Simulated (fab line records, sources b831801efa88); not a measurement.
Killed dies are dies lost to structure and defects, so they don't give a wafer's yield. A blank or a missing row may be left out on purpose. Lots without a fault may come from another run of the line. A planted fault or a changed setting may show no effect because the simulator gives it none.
Problem report in the 8D (eight disciplines) form, filled by code | flow gf180mcu | the parts of the form that need people (team, actions taken, sign-off) are left out

1. THE PROBLEM
cathode_dc_power_W at GF_M4_SPUTTER_04 reads a mean of 5628.6 W on 9 wafers of 3 lots; wafers without a fault read 6500.0 W with a standard deviation of 1.1. That is -99 or more standard deviations from the usual mean.
The step: material TiN, target thk 50 nm, time 41.7 s.
First seen on wafer L133.2, day 27 16:01, on pvd_sputter-03. The record holds 42 wafers of 14 lots with a number at this step. Rule for "out", or "out of limits": more than 4 standard deviations from the usual mean. The other wafers with a number count as sound.

2. WHAT IT IS AND WHAT IT IS NOT
question                    | is                     | is not
which readings at this step | cathode_dc_power_W     | chamber_pressure_pa
which lots                  | L133, L136, L137       | L117, L119, L120, L121, L122, L125, L129, L130, L132, L134, L135
which wafers of those lots  | all that have a number | -
read on which tools         | pvd_sputter-03         | pvd_sputter-01, pvd_sputter-02
when                        | from day 27 16:01      | up to then (27 sound wafers); but 6 sound wafers of L134, L135 came after

3. SUSPECTS, AND WHAT RULES EACH OUT
Counting: a tool at a process step up to the reading stays a suspect if it ran every lot that is out and no sound lot after the first of them.
- pvd_sputter-03 at GF_M4_SPUTTER_04 (material TiN, target thk 50 nm, time 41.7 s): kept. It ran every lot that is out, first L133 (day 27 16:01), and no sound lot after that; its last sound lot up to then is L130 (day 26 20:30). Its own readings are out on those wafers: cathode_dc_power_W.
Left after counting: pvd_sputter-03 at GF_M4_SPUTTER_04.

4. THE CAUSE (what the simulator had put in)
Process parameter drift: pvd_sputter-03, from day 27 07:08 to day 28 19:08, at GF_M4_SPUTTER_04. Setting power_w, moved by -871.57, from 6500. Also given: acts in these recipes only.
Counting left only this tool.

5. THE CHAIN OF EFFECTS, in route order
Each row: a reading whose mean over the struck wafers that have a number lies more than 3 standard deviations from the usual. Only readings for which the record gives a usual standard deviation are gone through. hours: the time from each lot's start at the first step in this table that gives one to its start at this step, as a median over the lots. sigmas: the change in usual standard deviations.
hours | step             | reading            | usual    | on struck wafers | change | sigmas
0     | GF_M4_SPUTTER_04 | cathode_dc_power_W | 6500.0 W | 5628.6           | -871.4 | -99 or more
The process steps in it:
- GF_M4_SPUTTER_04: material TiN, target thk 50 nm, time 41.7 s.
Later measuring or inspecting steps at which every struck wafer that the step has a row for has a number for every such reading, and none has moved that far: GF_M4_OVL_MEAS_15, GF_V4_THK_MEAS_01.

6. WHAT WOULD HAVE CAUGHT IT SOONER
In this record the first reading out of limits was taken at day 27 16:01, 9 hours after the fault began at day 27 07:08.
